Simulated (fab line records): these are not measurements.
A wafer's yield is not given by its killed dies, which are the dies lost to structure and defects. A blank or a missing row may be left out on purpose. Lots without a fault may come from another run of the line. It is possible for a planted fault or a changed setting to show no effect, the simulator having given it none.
Which tool is to blame? / flow gf180mcu / 13 lots with 39 wafers sampled at 5 steps, on a route of 602 steps

## WHAT EACH GAUGE READ, for each wafer
GF_DNWELL_TW_MEAS_09.
lot=L695; measured=day 3 08:52; on=filmMetro-01; DNWELL_TW=1347 1356 1350
lot=L696; measured=day 3 11:28; on=filmMetro-04; DNWELL_TW=1318 1315 1316
lot=L700; measured=day 4 08:37; on=filmMetro-01; DNWELL_TW=1350 1352 1353
lot=L701; measured=day 4 14:13; on=filmMetro-01; DNWELL_TW=1350 1353 1352
lot=L702; measured=day 4 18:31; on=filmMetro-04; DNWELL_TW=1318 1323 1329
lot=L703; measured=day 5 03:40; on=filmMetro-04; DNWELL_TW=1322 1326 1325
lot=L704; measured=day 5 09:22; on=filmMetro-04; DNWELL_TW=1324 1324 1329
lot=L705; measured=day 5 13:23; on=filmMetro-01; DNWELL_TW=1346 1345 1349
lot=L706; measured=day 5 18:34; on=filmMetro-04; DNWELL_TW=1332 1331 1338
lot=L707; measured=day 6 00:47; on=filmMetro-02; DNWELL_TW=1354 1360 1360
lot=L710; measured=day 6 13:44; on=filmMetro-01; DNWELL_TW=1336 1347 1341
lot=L711; measured=day 6 16:59; on=filmMetro-01; DNWELL_TW=1346 1340 1330
lot=L716; measured=day 7 20:28; on=filmMetro-04; DNWELL_TW=1326 1333 1327

GF_LVPWELL_TW_MEAS_11.
lot=L695; measured=day 4 12:20; on=filmMetro-02; LVPWELL_TW=562 560 563
lot=L696; measured=day 4 14:32; on=filmMetro-01; LVPWELL_TW=558 555 556
lot=L700; measured=day 5 13:11; on=filmMetro-02; LVPWELL_TW=563 561 560
lot=L701; measured=day 5 19:32; on=filmMetro-01; LVPWELL_TW=557 555 558
lot=L702; measured=day 5 23:14; on=filmMetro-02; LVPWELL_TW=560 562 563
lot=L703; measured=day 6 10:01; on=filmMetro-03; LVPWELL_TW=569 565 569
lot=L704; measured=day 6 15:35; on=filmMetro-01; LVPWELL_TW=559 558 553
lot=L705; measured=day 6 20:11; on=filmMetro-01; LVPWELL_TW=556 556 555
lot=L706; measured=day 7 01:28; on=filmMetro-01; LVPWELL_TW=557 562 560
lot=L707; measured=day 7 08:16; on=filmMetro-01; LVPWELL_TW=561 560 558
lot=L710; measured=day 7 21:37; on=filmMetro-01; LVPWELL_TW=556 561 559
lot=L711; measured=day 8 02:01; on=filmMetro-01; LVPWELL_TW=402 405 402
lot=L716; measured=day 9 06:16; on=filmMetro-02; LVPWELL_TW=564 569 564

GF_VT_IMPLANT_OVL_MEAS_18.
lot=L695; measured=day 6 21:23; on=overlay-02; VT_IMPLANT_01_OVL (nm)=0.1 1.0 2.4
lot=L696; measured=day 7 02:45; on=overlay-02; VT_IMPLANT_01_OVL (nm)=3.8 2.2 4.0
lot=L700; measured=day 8 03:48; on=overlay-01; VT_IMPLANT_01_OVL (nm)=2.1 3.1 2.5
lot=L701; measured=day 8 11:47; on=overlay-02; VT_IMPLANT_01_OVL (nm)=0.4 0.8 1.3
lot=L702; measured=day 8 14:11; on=overlay-01; VT_IMPLANT_01_OVL (nm)=-0.2 -0.1 -1.4
lot=L703; measured=day 9 02:05; on=overlay-02; VT_IMPLANT_01_OVL (nm)=0.8 0.3 0.5
lot=L704; measured=day 9 08:17; on=overlay-02; VT_IMPLANT_01_OVL (nm)=0.3 -0.7 -1.1
lot=L705; measured=day 9 13:47; on=overlay-01; VT_IMPLANT_01_OVL (nm)=-0.9 -0.5 -1.2
lot=L706; measured=day 9 18:57; on=overlay-01; VT_IMPLANT_01_OVL (nm)=-1.8 0.8 -0.5
lot=L707; measured=day 10 03:23; on=overlay-01; VT_IMPLANT_01_OVL (nm)=2.0 1.2 0.4
lot=L710; measured=day 10 18:03; on=overlay-01; VT_IMPLANT_01_OVL (nm)=1.0 -0.5 0.1
lot=L711; measured=day 10 23:26; on=overlay-01; VT_IMPLANT_01_OVL (nm)=1.7 0.6 2.7
lot=L716; measured=day 12 07:16; on=overlay-01; VT_IMPLANT_01_OVL (nm)=1.3 0.7 1.2

## WHICH TOOL RAN EACH LOT (tool, then ch and the chambers of the sampled wafers, then the start)
lot=L695; GF_NWELL_STRIP_10=plasmaAsher-03 ch 0,1, day 3 22:25; GF_LVPWELL_STRIP_10=plasmaAsher-04 ch 0,1, day 4 12:14
lot=L696; GF_NWELL_STRIP_10=plasmaAsher-03 ch 0,1, day 4 00:52; GF_LVPWELL_STRIP_10=plasmaAsher-02 ch 0,1, day 4 14:28
lot=L700; GF_NWELL_STRIP_10=plasmaAsher-03 ch 0, day 4 22:10; GF_LVPWELL_STRIP_10=plasmaAsher-03 ch 1, day 5 13:04
lot=L701; GF_NWELL_STRIP_10=plasmaAsher-03 ch 0,1, day 5 04:28; GF_LVPWELL_STRIP_10=plasmaAsher-03 ch 0,1, day 5 19:26
lot=L702; GF_NWELL_STRIP_10=plasmaAsher-04 ch 0,1, day 5 08:37; GF_LVPWELL_STRIP_10=plasmaAsher-03 ch 0,1, day 5 23:08
lot=L703; GF_NWELL_STRIP_10=plasmaAsher-04 ch 0,1, day 5 18:46; GF_LVPWELL_STRIP_10=plasmaAsher-03 ch 0,1, day 6 09:55
lot=L704; GF_NWELL_STRIP_10=plasmaAsher-03 ch 0,1, day 6 00:32; GF_LVPWELL_STRIP_10=plasmaAsher-02 ch 0,1, day 6 15:28
lot=L705; GF_NWELL_STRIP_10=plasmaAsher-03 ch 0,1, day 6 04:43; GF_LVPWELL_STRIP_10=plasmaAsher-03 ch 0,1, day 6 20:04
lot=L706; GF_NWELL_STRIP_10=plasmaAsher-01 ch 0,1, day 6 09:22; GF_LVPWELL_STRIP_10=plasmaAsher-04 ch 0,1, day 7 01:23
lot=L707; GF_NWELL_STRIP_10=plasmaAsher-01 ch 0,1, day 6 16:07; GF_LVPWELL_STRIP_10=plasmaAsher-04 ch 0,1, day 7 08:10
lot=L710; GF_NWELL_STRIP_10=plasmaAsher-03 ch 0,1, day 7 05:30; GF_LVPWELL_STRIP_10=plasmaAsher-03 ch 0,1, day 7 21:32
lot=L711; GF_NWELL_STRIP_10=plasmaAsher-01 ch 0,1, day 7 09:05; GF_LVPWELL_STRIP_10=plasmaAsher-04 ch 0,1, day 8 01:53
lot=L716; GF_NWELL_STRIP_10=plasmaAsher-04 ch 0,1, day 8 13:13; GF_LVPWELL_STRIP_10=plasmaAsher-04 ch 0,1, day 9 06:11
- GF_NWELL_STRIP_10: strips in O2/N2.
- GF_LVPWELL_STRIP_10: strips in O2/N2.

## WHAT THE TOOLS THEMSELVES READ (means of the sampled wafers that have a number; where no wafer has one, the mark that the record gives instead)
GF_NWELL_STRIP_10.
lot=L695; tool=plasmaAsher-03; drypumpMotorCurrentA (A)=5.2; heaterPowerW (W)=360; oesProductAu (a.u.)=0.720; stripTimeToEndpointS (s)=36.93
lot=L696; tool=plasmaAsher-03; drypumpMotorCurrentA (A)=5.2; heaterPowerW (W)=344; oesProductAu (a.u.)=0.724; stripTimeToEndpointS (s)=36.90
lot=L700; tool=plasmaAsher-03; drypumpMotorCurrentA (A)=5.2; heaterPowerW (W)=336; oesProductAu (a.u.)=0.722; stripTimeToEndpointS (s)=36.94
lot=L701; tool=plasmaAsher-03; drypumpMotorCurrentA (A)=5.2; heaterPowerW (W)=340; oesProductAu (a.u.)=0.724; stripTimeToEndpointS (s)=36.92
lot=L702; tool=plasmaAsher-04; drypumpMotorCurrentA (A)=6.3; heaterPowerW (W)=349; oesProductAu (a.u.)=0.723; stripTimeToEndpointS (s)=36.76
lot=L703; tool=plasmaAsher-04; drypumpMotorCurrentA (A)=6.3; heaterPowerW (W)=350; oesProductAu (a.u.)=0.723; stripTimeToEndpointS (s)=37.04
lot=L704; tool=plasmaAsher-03; drypumpMotorCurrentA (A)=5.2; heaterPowerW (W)=357; oesProductAu (a.u.)=0.723; stripTimeToEndpointS (s)=36.89
lot=L705; tool=plasmaAsher-03; drypumpMotorCurrentA (A)=5.2; heaterPowerW (W)=355; oesProductAu (a.u.)=0.715; stripTimeToEndpointS (s)=37.03
lot=L706; tool=plasmaAsher-01; drypumpMotorCurrentA (A)=5.3; heaterPowerW (W)=350; oesProductAu (a.u.)=0.721; stripTimeToEndpointS (s)=37.01
lot=L707; tool=plasmaAsher-01; drypumpMotorCurrentA (A)=5.3; heaterPowerW (W)=368; oesProductAu (a.u.)=0.718; stripTimeToEndpointS (s)=36.94
lot=L710; tool=plasmaAsher-03; drypumpMotorCurrentA (A)=5.2; heaterPowerW (W)=355; oesProductAu (a.u.)=0.724; stripTimeToEndpointS (s)=36.93
lot=L711; tool=plasmaAsher-01; drypumpMotorCurrentA (A)=5.3; heaterPowerW (W)=349; oesProductAu (a.u.)=0.959; stripTimeToEndpointS (s)=-
lot=L716; tool=plasmaAsher-04; drypumpMotorCurrentA (A)=6.1; heaterPowerW (W)=345; oesProductAu (a.u.)=0.719; stripTimeToEndpointS (s)=36.88

GF_LVPWELL_STRIP_10.
lot=L695; tool=plasmaAsher-04; drypumpMotorCurrentA (A)=6.0; heaterPowerW (W)=339; oesProductAu (a.u.)=0.716; stripTimeToEndpointS (s)=36.84
lot=L696; tool=plasmaAsher-02; drypumpMotorCurrentA (A)=6.2; heaterPowerW (W)=298; oesProductAu (a.u.)=0.730; stripTimeToEndpointS (s)=36.95
lot=L700; tool=plasmaAsher-03; drypumpMotorCurrentA (A)=5.2; heaterPowerW (W)=379; oesProductAu (a.u.)=0.724; stripTimeToEndpointS (s)=36.78
lot=L701; tool=plasmaAsher-03; drypumpMotorCurrentA (A)=5.2; heaterPowerW (W)=355; oesProductAu (a.u.)=0.723; stripTimeToEndpointS (s)=36.91
lot=L702; tool=plasmaAsher-03; drypumpMotorCurrentA (A)=5.2; heaterPowerW (W)=340; oesProductAu (a.u.)=0.717; stripTimeToEndpointS (s)=36.98
lot=L703; tool=plasmaAsher-03; drypumpMotorCurrentA (A)=5.2; heaterPowerW (W)=366; oesProductAu (a.u.)=0.726; stripTimeToEndpointS (s)=36.84
lot=L704; tool=plasmaAsher-02; drypumpMotorCurrentA (A)=6.2; heaterPowerW (W)=288; oesProductAu (a.u.)=0.720; stripTimeToEndpointS (s)=37.01
lot=L705; tool=plasmaAsher-03; drypumpMotorCurrentA (A)=5.2; heaterPowerW (W)=342; oesProductAu (a.u.)=0.718; stripTimeToEndpointS (s)=36.94
lot=L706; tool=plasmaAsher-04; drypumpMotorCurrentA (A)=6.3; heaterPowerW (W)=343; oesProductAu (a.u.)=0.725; stripTimeToEndpointS (s)=36.98
lot=L707; tool=plasmaAsher-04; drypumpMotorCurrentA (A)=6.3; heaterPowerW (W)=354; oesProductAu (a.u.)=0.717; stripTimeToEndpointS (s)=36.89
lot=L710; tool=plasmaAsher-03; drypumpMotorCurrentA (A)=5.2; heaterPowerW (W)=359; oesProductAu (a.u.)=0.724; stripTimeToEndpointS (s)=37.03
lot=L711; tool=plasmaAsher-04; drypumpMotorCurrentA (A)=6.0; heaterPowerW (W)=340; oesProductAu (a.u.)=0.727; stripTimeToEndpointS (s)=47.15
lot=L716; tool=plasmaAsher-04; drypumpMotorCurrentA (A)=6.1; heaterPowerW (W)=339; oesProductAu (a.u.)=0.722; stripTimeToEndpointS (s)=37.01

## THE ANSWER, worked out from the rows above alone
Rule: what is usual is taken from the lots themselves. The widest of any qualifying gaps counts: lots, ordered by their means at a reading, are off when they make up no more than a third of the lots, leave a main group of 4 or more, and stand apart from it by 3 or more times the standard deviation of that group's means. If all means in a main group match to the digits the tables above print for the reading, that group is not used. A lot without any number at a reading at which 4 lots or more have one is off too. The other lots that the step has rows for count as sound. After the gauges, taken in route order, come the tools' own readings; for these a lot's mean is taken, as printed above. The first step at which some lot is off is used, and at that step the reading that is off furthest; a lot without a number counts as furthest.
Off: L711, seen at GF_LVPWELL_TW_MEAS_11 (LVPWELL_TW). For the main group the mean is 560 and the standard deviation 3.6.
A tool fits if, at a process step before that reading, it ran every lot that is off, and no sound lot after the first of them. The gauges at GF_LVPWELL_TW_MEAS_11 aren't tried: what is off there is off at GF_NWELL_STRIP_10 too, on other tools, and a gauge's error can't cause that. One candidate fits, namely plasmaAsher-01 at GF_NWELL_STRIP_10. Its last sound lot is L707 (day 6 16:07), its first lot that is off L711 (day 7 09:05): a fault that began between those two fits.
On the lots that are off, the tool's own readings at GF_NWELL_STRIP_10 differ by more than 5 times the standard deviation of the sound lots' means, which bears it out; oesProductAu reads 0.959 a.u. there versus 0.721 a.u. on the sound lots.
Blank at GF_NWELL_STRIP_10 on the lots that are off, where sound lots have numbers: stripTimeToEndpointS.

## WHAT THE SIMULATOR HAD PUT IN
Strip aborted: plasmaAsher-01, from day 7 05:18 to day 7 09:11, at GF_NWELL_STRIP_10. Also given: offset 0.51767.
Struck lots among those shown: L711. The same result came from the rule above.
